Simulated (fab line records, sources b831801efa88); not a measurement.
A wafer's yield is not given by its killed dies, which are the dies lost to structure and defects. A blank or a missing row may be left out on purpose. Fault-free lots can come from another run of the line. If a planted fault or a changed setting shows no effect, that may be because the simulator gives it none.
Comparing a struck lot with a sound one -- flow sfq line -- 41 out of 325 route steps
Sound: these wafers, L717.1, L717.3, L717.6. Wafers L720.4, L720.5, L720.6 were the ones struck. The cause is named last.
Each step with rows lists, per side, the tool, then ch with its chambers, then its first start. Under that, the readings that differ: sound wafers -- struck wafers -- difference of the means -- sigmas: that difference in standard deviations of wafers without a fault.
alike: a reading whose means differ by less than 2 such deviations, as well as words and numbers matching on both sides. not compared: withheld readings; readings where some wafer has no value; bounds like >300 that might hide an equal value; numbers whose values overlap and for which the record gives no deviation.
Wherever a step has rows on one side only, a row that says differs or no value, or a row with sigmas, the two part there. Non-overlapping numbers with no deviation appear without sigmas and do not part them. A reading that every wafer of one side lacks parts them only if that side has two wafers or more.

first, 1 step without rows for these wafers: SFQ_TRILAYER_M4_DEP_SPUTTER_091 (material Nb, target thk 200 nm, time 133.3 s).
SFQ_M4_RS_MEAS_924: measurement is done with a four-point probe.
  sound: film metro-03 at day 33 12:35; struck: film metro-03 at day 34 04:11
  alike: M4_NB_RS
then, 6 steps without rows for these wafers: SFQ_TRILAYER_M4_LITHO_COAT_098 (resist thk 62 nm); SFQ_TRILAYER_M4_LITHO_COAT_093 (resist thk 600 nm); SFQ_TRILAYER_M4_LITHO_SOFTBAKE_097; SFQ_TRILAYER_M4_LITHO_EXPOSE_094 (exposes mask M4, target cd 500 nm); SFQ_TRILAYER_M4_LITHO_PEB_096 (peb time 60 s); SFQ_TRILAYER_M4_LITHO_DEVELOP_095 (time 60 s).
-- the record jumps here: 2 days lie between the struck wafers' starts before and after --
SFQ_M4_OVL_MEAS_926:
  sound: overlay-02 at day 35 18:38; struck: overlay-02 at day 36 11:27
reading,sound,struck,difference,sigmas
M4_OVL (nm),-1 -1 2,-16 -6 -9,-10,-2
then, 1 step without rows for these wafers: SFQ_TRILAYER_M4_BARC_OPEN_METAL_ETCH_123 (etches BARC in O2, target depth 125 nm, time 41.7 s).
SFQ_TRILAYER_M4_ETCH_METAL_ETCH_096: etches Nb in Cl2/Ar, stops on SiO2, target depth 240 nm, time 120 s.
  sound on rie metal-01 ch 0,1, day 35 18:44; struck on rie metal-04 ch 0,1, day 36 11:34
  alike: drypump motor current A, oes product au
  not compared: rf hours counter h
SFQ_TRILAYER_M4_STRIP_STRIP_097: strips in O2.
  sound on rie metal-01 ch 0,1, day 35 18:51; struck on rie metal-04 ch 0,1, day 36 11:51
  no value came back on the struck wafers for chamber pressure mTorr (mTorr), drypump motor current A (A), oes product au (a.u.); on the sound wafers chamber pressure mTorr (mTorr) reads 49.95 50.03 50.06
reading,sound,struck,difference,sigmas
model.KrF_of_TRILAYER_M4_LITHO_COAT_093.thk nm (nm),0 0 0,384.2 380.2 382.6,+382.3,
model.BARC_of_TRILAYER_M4_LITHO_COAT_098.thk nm (nm),0 0 0,61.82 61.62 61.77,+61.74,
  not compared: rf hours counter h
then, 2 steps without rows for these wafers: SFQ_TRILAYER_M4_STRIP_SOLV_CLEAN_098 (cleans in NMP, time 600 s); SFQ_TRILAYER_I4_DEP_PECVD_099 (deposits SiO2 from SiH4/N2O, time 111.11 s, target thk 500 nm).
SFQ_TRILAYER_I4_CMP_CMP_100: polishes SiO2.
  sound on cmp-01 ch 0,1,2, day 36 14:11; struck on cmp-02 ch 0,1,2, day 37 11:50
  alike: motor current A, slurry flow ml min, time to endpoint s
SFQ_I4_BOW_MEAS_927:
  sound: film metro-04 at day 36 16:41; struck: film metro-04 at day 37 13:23
  alike: I4_BOW
SFQ_TRILAYER_I4_METRO_MEASURE_101:
  sound: film metro-04 at day 36 16:48; struck: film metro-04 at day 37 14:03
  alike: thk nm
then, 6 steps without rows for these wafers: SFQ_TRILAYER_I4_VIA_LITHO_COAT_108 (resist thk 62 nm); SFQ_TRILAYER_I4_VIA_LITHO_COAT_103 (resist thk 650 nm); SFQ_TRILAYER_I4_VIA_LITHO_SOFTBAKE_107; SFQ_TRILAYER_I4_VIA_LITHO_EXPOSE_104 (exposes mask I4, target cd 700 nm); SFQ_TRILAYER_I4_VIA_LITHO_PEB_106 (peb time 60 s); SFQ_TRILAYER_I4_VIA_LITHO_DEVELOP_105 (time 60 s).
-- the record jumps here: 3 days lie between the struck wafers' starts before and after --
SFQ_I4_OVL_MEAS_928:
  sound: overlay-02 at day 39 06:40; struck: overlay-02 at day 40 03:05
  alike: I4_OVL
SFQ_TRILAYER_I4_VIA_BARC_OPEN_VIA_ETCH_146: etches BARC in O2, target depth 125 nm, time 41.7 s.
  sound on rie diel-01 ch 0,1, day 39 06:42; struck on rie diel-04 ch 1,2,3, day 40 03:07
  alike: drypump motor current A, oes product au
  not compared: rf hours counter h
then, 4 steps without rows for these wafers: SFQ_TRILAYER_I4_VIA_ETCH_VIA_ETCH_106 (etches SiO2 in CHF3, stops on Nb, target depth 260 nm); SFQ_TRILAYER_I4_VIA_STRIP_STRIP_107 (strips in O2); SFQ_TRILAYER_I4_VIA_STRIP_SOLV_CLEAN_108 (cleans in NMP, time 600 s); SFQ_TRILAYER_JJ_TRILAYER_DEP_PRE_CLEAN_113 (time 22.5 s).
SFQ_TRILAYER_JJ_TRILAYER_DEP_SPUTTER_109: material Nb, target thk 150 nm, time 100 s.
  sound: pvd sputter-04 at day 39 07:39; struck: pvd sputter-03 at day 40 04:03
  alike: throttle valve pct
then, 3 steps without rows for these wafers: SFQ_TRILAYER_JJ_TRILAYER_DEP_SPUTTER_110 (material Al, target thk 8 nm, time 10 s); SFQ_TRILAYER_JJ_TRILAYER_DEP_AL_OXIDATION_111 (oxidation time 600 s); SFQ_TRILAYER_JJ_TRILAYER_DEP_SPUTTER_112 (material Nb, target thk 170 nm, time 113.3 s).
SFQ_JJ_RS_MEAS_929: measurement is done with a four-point probe.
  sound: film metro-01 at day 39 08:50; struck: film metro-02 at day 40 05:17
  alike: JJ_NB_RS
then, 6 steps without rows for these wafers: SFQ_TRILAYER_JJ_CE_LITHO_COAT_119 (resist thk 62 nm); SFQ_TRILAYER_JJ_CE_LITHO_COAT_114 (resist thk 600 nm); SFQ_TRILAYER_JJ_CE_LITHO_SOFTBAKE_118; SFQ_TRILAYER_JJ_CE_LITHO_EXPOSE_115 (exposes mask J5, target cd 700 nm); SFQ_TRILAYER_JJ_CE_LITHO_PEB_117 (peb time 60 s); SFQ_TRILAYER_JJ_CE_LITHO_DEVELOP_116 (time 60 s).
-- the record jumps here: 33 days lie between the struck wafers' starts before and after --
SFQ_M8_BOW_MEAS_951:
  sound: film metro-03 at day 72 20:39; struck: film metro-03 at day 73 03:58
reading,sound,struck,difference,sigmas
model.etest.i4.link ohm,2.202 2.197 2.222,1e+06 1e+06 1e+06,+1e+06,
  alike: M8_BOW

== WHERE THEY PART ==
First at SFQ_M4_OVL_MEAS_926; last, within this record, at SFQ_TRILAYER_M4_STRIP_STRIP_097. Later steps at which nothing parts them and some readings are alike: SFQ_TRILAYER_I4_CMP_CMP_100, SFQ_I4_BOW_MEAS_927, SFQ_TRILAYER_I4_METRO_MEASURE_101, SFQ_I4_OVL_MEAS_928, SFQ_TRILAYER_I4_VIA_BARC_OPEN_VIA_ETCH_146, SFQ_TRILAYER_JJ_TRILAYER_DEP_SPUTTER_109, SFQ_JJ_RS_MEAS_929, SFQ_M8_BOW_MEAS_951.

WHY: what the simulator had put in
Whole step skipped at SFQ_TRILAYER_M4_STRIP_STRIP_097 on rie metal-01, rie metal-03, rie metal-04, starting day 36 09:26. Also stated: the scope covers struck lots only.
